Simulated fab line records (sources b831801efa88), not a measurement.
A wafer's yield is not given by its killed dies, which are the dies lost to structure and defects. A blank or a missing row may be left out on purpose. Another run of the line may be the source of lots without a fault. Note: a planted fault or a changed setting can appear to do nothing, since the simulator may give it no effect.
8D (eight disciplines) problem report, filled in by code ; flow sky130 ; the parts of the form that need people (team, actions taken, sign-off) are left out

## 1. WHAT WENT WRONG
VIA1_HDPCVD_THK at SKY_VIA1_THK_MEAS_01 reads a mean of 497 nm on 1 wafer of 1 lot; wafers without a fault read 1028 nm with a standard deviation of 11. That is -48 standard deviations from the usual mean.
The first sign was on wafer L578.5 at day 39 03:25, on filmMetro-01. Wafers with a number at this step in the record: 36, from 12 lots. Rule for "out", or "out of limits": more than 4 standard deviations from the usual mean. All remaining wafers that have a number are taken as sound.

## 2. WHAT IT IS; WHAT IT IS NOT
question;is;is not
which readings at this step;VIA1_HDPCVD_THK;-
which lots;L578;L560, L561, L562, L563, L564, L565, L566, L567, L569, L580, L581
which wafers of those lots;L578.5;L578.2, L578.3
read on which gauges;filmMetro-01;filmMetro-02, filmMetro-04
when;from day 39 03:25;"up to then (29 sound wafers); but 6 sound wafers of L580, L581 came after"

## 3. SUSPECTS, AND WHAT RULES EACH OUT
Counting: a tool at a process step up to the reading stays a suspect if it ran every lot that is out. Sound lots after the first of them don't rule it out here, since some wafers of a struck lot are sound.
- the gauge at SKY_VIA1_THK_MEAS_01 has been ruled out. All the wafers that are out were read on filmMetro-01, but those of them that SKY_VIA1_HDPCVD_00 has rows for are out there too, on other tools.
- pvdSputter-01 at SKY_METAL1_SPUTTER_01 (material TiN, target thk 20 nm, time 16.7 s): kept. It processed L578, the lot that is out, at day 38 01:47, and its most recent sound lot before then was L569 at day 34 15:44.
- pvdSputter-01 at SKY_METAL1_SPUTTER_04 (material TiN, target thk 70 nm, time 58.3 s): kept. It processed L578, the lot that is out, at day 38 01:51, and its most recent sound lot before then was L569 at day 34 15:49.
- hdpcvd-01 at SKY_VIA1_HDPCVD_00 (deposits SiO2, target thk 1030 nm, time 171.7 s): kept. It processed L578, the lot that is out, at day 39 03:18, and its most recent sound lot before then was L567 at day 34 23:44. Its own readings are out on those wafers: sih4FlowSccm.
- At SKY_VIA1_HDPCVD_00, inside hdpcvd-01: chamber 0 took the wafers that are out, while their sound lot-mates went through chambers 1, 2.
After the count, these remain: pvdSputter-01 at SKY_METAL1_SPUTTER_01, pvdSputter-01 at SKY_METAL1_SPUTTER_04 and hdpcvd-01 at SKY_VIA1_HDPCVD_00.

## 4. THE CAUSE (what the simulator had put in)
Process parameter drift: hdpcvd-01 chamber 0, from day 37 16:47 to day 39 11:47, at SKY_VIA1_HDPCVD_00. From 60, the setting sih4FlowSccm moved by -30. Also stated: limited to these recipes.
Counting leaves 3 suspects; this tool is one of them.

## 5. THE CHAIN OF EFFECTS, in route order
Each row: a reading whose mean over the struck wafers that have a number lies more than 3 standard deviations from the usual. Only readings whose record carries a usual standard deviation are examined. hours: median over the lots of the time between each lot's start at the first step of this table that gives one and its start at this step. sigmas: the change, counted in usual standard deviations.
hours;step;reading;usual;on struck wafers;change;sigmas
0;SKY_VIA1_HDPCVD_00;sih4FlowSccm;59.98 sccm;30.19;-29.79;-99 or more
0;SKY_VIA1_THK_MEAS_01;VIA1_HDPCVD_THK;1028 nm;497;-531;-48
Process steps it contains:
- SKY_VIA1_HDPCVD_00: deposits SiO2, target thk 1030 nm, time 171.7 s.
Later steps that measure or inspect, where all struck wafers having a row at the step show a number for every such reading and not one has moved that far: SKY_VIA1_OVL_MEAS_13.

## 6. HOW IT WOULD HAVE BEEN CAUGHT EARLIER
In this record the first reading out of limits at a measuring or inspecting step was taken at day 39 03:25, 35 hours after the fault began at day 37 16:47.
At SKY_VIA1_HDPCVD_00, the tool's own readings (sih4FlowSccm) were out on each struck wafer the step has a row for, so an alarm limit on them would have fired on the first such wafer.
Each of the lots that are out, 1 in all, had begun SKY_VIA1_HDPCVD_00 on hdpcvd-01 no later than day 39 03:25. None of them would have been spared by holding the tool at that moment.
